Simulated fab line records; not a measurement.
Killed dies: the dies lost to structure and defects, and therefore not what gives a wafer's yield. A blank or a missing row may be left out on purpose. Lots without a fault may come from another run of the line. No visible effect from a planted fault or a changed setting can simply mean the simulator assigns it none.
Which tool did it?	flow sky130	6 lots with 18 wafers sampled at 4 steps, on a route of 708 steps

## WHAT THE GAUGES SHOWED, per wafer
SKY_CONTACT_THK_MEAS_03.
lot	measured	on	CONTACT_HDPCVD_THK (nm)
L133	day 31 10:36	film_metro-03	567 561 564
L135	day 32 05:50	film_metro-02	563 562 569
L139	day 33 05:42	film_metro-03	563 563 567
L141	day 34 04:58	film_metro-02	567 564 558
L144	day 34 23:06	film_metro-03	567 560 569
L154	day 38 09:50	film_metro-04	543 556 543

## WHICH TOOL RAN EACH LOT (tool, then ch and the chambers of the sampled wafers, then the start)
lot	SKY_LI_CONTACT_STRIP_16	SKY_LI_CONTACT_SPUTTER_19	SKY_CONTACT_HDPCVD_02
L133	plasma_asher-04 ch 0,1, day 30 04:35	pvd_sputter-01, day 30 04:53	hdpcvd-02 ch 0,1,2, day 31 10:32
L135	plasma_asher-04 ch 0,1, day 30 23:26	pvd_sputter-01, day 30 23:44	hdpcvd-01 ch 0,1,2, day 32 05:46
L139	plasma_asher-04 ch 0,1, day 32 01:40	pvd_sputter-01, day 32 01:56	hdpcvd-02 ch 1,2, day 33 05:37
L141	plasma_asher-01 ch 0,1, day 32 23:40	pvd_sputter-01, day 32 23:57	hdpcvd-01 ch 1,2, day 34 04:53
L144	plasma_asher-01 ch 0,1, day 33 17:59	pvd_sputter-03, day 33 18:17	hdpcvd-02 ch 0,1,2, day 34 23:01
L154	plasma_asher-04 ch 0,1, day 37 05:50	pvd_sputter-02, day 37 06:09	hdpcvd-01 ch 0,1,2, day 38 09:46
- SKY_LI_CONTACT_STRIP_16: strips in O2/N2.
- SKY_LI_CONTACT_SPUTTER_19: material Ti, target thk 20 nm, time 106.37 s.
- SKY_CONTACT_HDPCVD_02: deposits SiO2, target thk 565 nm, time 94.2 s.

## THE ANSWER, worked out from the rows above alone
Rule: what is usual is taken from the lots themselves. The widest of any qualifying gaps counts: lots, ordered by their means at a reading, are off when they make up no more than a third of the lots, leave a main group of 4 or more, and stand apart from it by 3 or more times the standard deviation of that group's means. A main group is skipped when, at the precision printed for the reading in the tables above, its means are all equal. Also off: a lot with no number at a reading for which 4 or more lots have one. Where the step has rows for the other lots, those lots are counted as sound.
Off: L154, at SKY_CONTACT_THK_MEAS_03 (CONTACT_HDPCVD_THK). The main group: mean 564 nm, standard deviation 0.77.
If a tool, at a process step before that reading, ran all the lots that are off and no sound lot after the first of them, it fits. The gauges at SKY_CONTACT_THK_MEAS_03 are tried like those tools. Can't be told from this: 4 tools fit, plasma_asher-04 at SKY_LI_CONTACT_STRIP_16, pvd_sputter-02 at SKY_LI_CONTACT_SPUTTER_19, hdpcvd-01 at SKY_CONTACT_HDPCVD_02, film_metro-04 at SKY_CONTACT_THK_MEAS_03.

## WHAT THE SIMULATOR HAD PUT IN
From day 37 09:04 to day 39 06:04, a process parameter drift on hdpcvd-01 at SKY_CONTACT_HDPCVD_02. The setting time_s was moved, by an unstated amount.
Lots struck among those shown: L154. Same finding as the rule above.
